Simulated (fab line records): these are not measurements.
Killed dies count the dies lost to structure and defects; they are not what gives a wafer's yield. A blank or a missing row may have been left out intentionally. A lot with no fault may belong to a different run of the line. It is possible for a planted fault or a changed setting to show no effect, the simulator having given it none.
Chamber matching :: flow sky130 :: 4 sister chambers for SKY_VIA3_CMP_24 on cmp-02
The step polishes, stops on SiO2, t overpolish 20 s, target thk 0 nm. 8 wafers are shown with their chamber, then 10 later ones without.

WAFERS WITH THEIR CHAMBER
wafer: L602.2
chamber: 1
motor_current_A (A): 13.1
time_to_endpoint_s (s): 103

wafer: L602.3
chamber: 2
motor_current_A (A): 10.0
time_to_endpoint_s (s): 97

wafer: L605.4
chamber: 0
motor_current_A (A): 10.3
time_to_endpoint_s (s): 97

wafer: L605.5
chamber: 2
motor_current_A (A): 10.7
time_to_endpoint_s (s): 97

wafer: L603.5
chamber: 1
motor_current_A (A): 12.6
time_to_endpoint_s (s): 101

wafer: L603.6
chamber: 0
motor_current_A (A): 10.1
time_to_endpoint_s (s): 96

wafer: L609.4
chamber: 3
motor_current_A (A): 9.1
time_to_endpoint_s (s): 97

wafer: L609.5
chamber: 3
motor_current_A (A): 9.5
time_to_endpoint_s (s): 99

WAFERS MISSING THEIR CHAMBER
wafer: L609.6
motor_current_A (A): 10.8
time_to_endpoint_s (s): 97

wafer: L613.1
motor_current_A (A): 9.9
time_to_endpoint_s (s): 98

wafer: L613.3
motor_current_A (A): 12.6
time_to_endpoint_s (s): 100

wafer: L613.4
motor_current_A (A): 10.8
time_to_endpoint_s (s): 94

wafer: L614.3
motor_current_A (A): 10.8
time_to_endpoint_s (s): 93

wafer: L614.4
motor_current_A (A): 12.3
time_to_endpoint_s (s): 94

wafer: L614.6
motor_current_A (A): 10.8
time_to_endpoint_s (s): 90

wafer: L616.4
motor_current_A (A): 10.9
time_to_endpoint_s (s): 94

wafer: L616.5
motor_current_A (A): 12.4
time_to_endpoint_s (s): 99

wafer: L616.6
motor_current_A (A): 10.2
time_to_endpoint_s (s): 95

THE CHAMBER EACH PASSED THROUGH
wafer: L609.6
from the rows above: can't be placed: 2 or 0
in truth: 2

wafer: L613.1
from the rows above: can't be placed: 2 or 0 or 3
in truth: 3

wafer: L613.3
from the rows above: 1
in truth: 1

wafer: L613.4
from the rows above: can't be placed: 0 or 2
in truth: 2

wafer: L614.3
from the rows above: can't be placed: 0 or 2
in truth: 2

wafer: L614.4
from the rows above: can't be placed: 2 or 0 or 1
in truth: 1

wafer: L614.6
from the rows above: can't be placed: 0 or 2
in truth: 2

wafer: L616.4
from the rows above: can't be placed: 0 or 2
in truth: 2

wafer: L616.5
from the rows above: 1
in truth: 1

wafer: L616.6
from the rows above: can't be placed: 0 or 2
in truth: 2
2 of 10 placed correctly. From these rows, 8 cannot be placed; in 8 the true chamber is one of the candidates. 0 placed wrongly.
How it was worked out, from the rows above alone: a wafer's distance from a chamber is the root of the sum, over the readings, of the square of ((its reading less the chamber's mean) divided by the reading's scatter). The wafer belongs to the nearest chamber; if the next one is less than 2 further off, it can't be placed. A chamber's mean is the mean of its shown wafers. How the scatter is found: for the shown wafers, subtract from each reading the mean of its chamber, square and add these, divide the total by (wafers less chambers), then take the root.
